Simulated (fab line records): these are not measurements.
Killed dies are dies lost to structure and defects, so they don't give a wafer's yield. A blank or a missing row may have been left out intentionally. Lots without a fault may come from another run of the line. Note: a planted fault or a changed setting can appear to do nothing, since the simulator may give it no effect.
Which tool did it? / flow gf180mcu / 16 wafers from 6 lots sampled at 2 of the route's 602 steps

WHAT EACH GAUGE READ, for each wafer
GF_V4_THK_MEAS_03.
lot=L673; measured=day 23 19:17; on=film-metro-02; V4_CVD_02_THK (nm)=869 856 865
lot=L676; measured=day 25 00:54; on=film-metro-04; V4_CVD_02_THK (nm)=841 866 853
lot=L686; measured=day 28 03:32; on=film-metro-01; V4_CVD_02_THK (nm)=751
lot=L689; measured=day 29 01:44; on=film-metro-04; V4_CVD_02_THK (nm)=849 857 849
lot=L690; measured=day 29 14:20; on=film-metro-02; V4_CVD_02_THK (nm)=859 853 854
lot=L694; measured=day 30 07:23; on=film-metro-02; V4_CVD_02_THK (nm)=858 879 881

WHICH TOOL RAN EACH LOT (tool, then ch and the chambers of the sampled wafers, then the start)
lot=L673; GF_V4_CVD_02=pecvd-02 ch 0,1,2, day 23 19:14
lot=L676; GF_V4_CVD_02=pecvd-02 ch 0,1,2, day 25 00:49
lot=L686; GF_V4_CVD_02=pecvd-01 ch 1, day 28 03:28
lot=L689; GF_V4_CVD_02=pecvd-04 ch 0,1, day 29 01:39
lot=L690; GF_V4_CVD_02=pecvd-02 ch 1,2, day 29 14:15
lot=L694; GF_V4_CVD_02=pecvd-02 ch 0,1,2, day 30 07:18
- GF_V4_CVD_02: deposits SiO2 from TEOS, target thk 850 nm, time 94.851 s.

THE ANSWER, worked out from the rows above alone
Rule: usual is defined by the lots themselves. The widest of any qualifying gaps counts: lots, ordered by their means at a reading, are off when they make up no more than a third of the lots, leave a main group of 4 or more, and stand apart from it by 3 or more times the standard deviation of that group's means. A main group whose means are all the same, to the digits that the tables above print for the reading, isn't used. A lot without any number at a reading at which 4 lots or more have one is off too. The other lots that the step has rows for count as sound.
Off: L686, seen at GF_V4_THK_MEAS_03 (V4_CVD_02_THK). The main group has a mean of 859 nm with a standard deviation of 7.8.
A tool fits if, at a process step before that reading, it ran every lot that is off, and no sound lot after the first of them. Gauges at GF_V4_THK_MEAS_03: tried the same way as those tools. Undecided on this evidence; 2 tools fit (pecvd-01 at GF_V4_CVD_02, film-metro-01 at GF_V4_THK_MEAS_03).

WHAT THE SIMULATOR HAD PUT IN
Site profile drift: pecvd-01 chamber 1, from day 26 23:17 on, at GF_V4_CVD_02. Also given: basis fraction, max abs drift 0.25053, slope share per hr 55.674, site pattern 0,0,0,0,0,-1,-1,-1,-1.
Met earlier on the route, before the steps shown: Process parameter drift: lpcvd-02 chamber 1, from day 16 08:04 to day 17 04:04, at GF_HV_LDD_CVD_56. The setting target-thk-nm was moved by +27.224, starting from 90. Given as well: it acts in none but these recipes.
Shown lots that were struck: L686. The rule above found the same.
